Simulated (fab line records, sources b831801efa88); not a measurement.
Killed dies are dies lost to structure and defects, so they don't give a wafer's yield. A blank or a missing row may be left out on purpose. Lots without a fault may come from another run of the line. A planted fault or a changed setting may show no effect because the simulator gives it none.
A struck lot beside a sound one | flow gf180mcu | 14 steps out of a route of 602
Sound: wafers L539.3, L539.4, L539.5. Struck: wafers L542.2, L542.3, L542.6. The cause comes at the end.
At each step with rows: each side's tool, then ch and its chambers, then its first start. Under that, the readings that differ: sound wafers | struck wafers | difference of the means | sigmas: that difference in standard deviations of wafers without a fault.
alike: readings whose means differ by less than 2 such deviations, and words and numbers that are the same on both sides. not compared: withheld readings, readings that some wafer has no value for, bounds like >300 that may hide the same value, and numbers for which the record gives no deviation and whose values overlap.
The two part at a step that has a row with sigmas, a row that says differs or no value, or rows on one side only. Numbers that don't overlap but have no deviation are shown without sigmas and don't part them. A reading that every wafer of one side lacks parts them only if that side has two wafers or more.

GF_V4_ETCH_16: etches BARC in N2/H2.
  sound on rie_diel-03 ch 1,3, day 24 15:38; struck on rie_diel-03 ch 0,2,3, day 25 19:08
  alike: chamber_pressure_mTorr, drypump_motor_current_A, oes_product_au, throttle_valve_pct
GF_V4_ETCH_17: etches SiO2 in C4F8/O2/Ar, stops on TiN, target depth 630 nm.
  sound on rie_diel-03 ch 1,3; struck on rie_diel-03 ch 0,2,3
  alike: chamber_pressure_mTorr, oes_product_au
GF_V4_STRIP_18: strips in O2/N2.
  sound on plasma_asher-03 ch 0,1, day 24 15:49; struck on plasma_asher-04 ch 0,1, day 25 19:16
  alike: chamber_pressure_mTorr, drypump_motor_current_A, heater_power_w, oes_product_au
  not compared: rf_hours_counter_h
then, 5 steps without rows for these wafers: GF_V4_STRIP_19 (strips in post etch residue remover, time 1200 s); GF_V4_CLEAN_20 (cleans in DIW); GF_V4_SPUTTER_21 (material Ti, target thk 15 nm, time 80.02 s); GF_V4_SPUTTER_22 (material TiN, target thk 10 nm, time 40 s); GF_V4_CVD_23 (deposits W, target thk 350 nm, time 104.9 s).
GF_V4_RS_MEAS_24: measures by four-point-probe.
  sound on film_metro-01, day 24 16:34; struck on film_metro-03, day 25 20:02
  alike: V4_W_RS
GF_V4_THK_MEAS_25: measures by xrf.
  sound on film_metro-01, day 24 16:40; struck on film_metro-03, day 25 20:08
  alike: V4_W_THK
GF_V4_CMP_26: polishes, stops on SiO2, t overpolish 15 s, target thk 0 nm.
  sound on cmp-01 ch 1,3, day 24 16:42; struck on cmp-01 ch 1,2, day 25 20:11
  alike: motor_current_A, overpolish_run_s, retaining_ring_pressure_frac, time_to_endpoint_s
then, 1 step without rows for these wafers: GF_MIM_SPUTTER_00 (material Ti, target thk 37.5 nm, time 150 s).
GF_MIM_SPUTTER_01: material TiN, target thk 30 nm, time 25 s.
  sound on pvd_sputter-03, day 24 17:06; struck on pvd_sputter-03, day 25 20:35
  no value came back on the struck wafers for cathode_dc_power_W (W), chamber_pressure_pa (Pa), throttle_valve_pct (%); on the sound wafers cathode_dc_power_W (W) reads 6500.4 6499.7 6500.5
GF_MIM_SPUTTER_02: material AlCu, target thk 450 nm, time 23.9 s.
  sound on pvd_sputter-03, day 24 17:08; struck on pvd_sputter-03, day 25 20:37
  alike: cathode_dc_power_W, chamber_pressure_pa, throttle_valve_pct

WHERE THEY PART
Only at GF_MIM_SPUTTER_01, within this record. Later steps at which nothing parts them and some readings are alike: GF_MIM_SPUTTER_02.

WHY: what the simulator had put in
Skipped step whole: pvd_sputter-03, from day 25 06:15 on, at GF_MIM_SPUTTER_01. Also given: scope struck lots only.
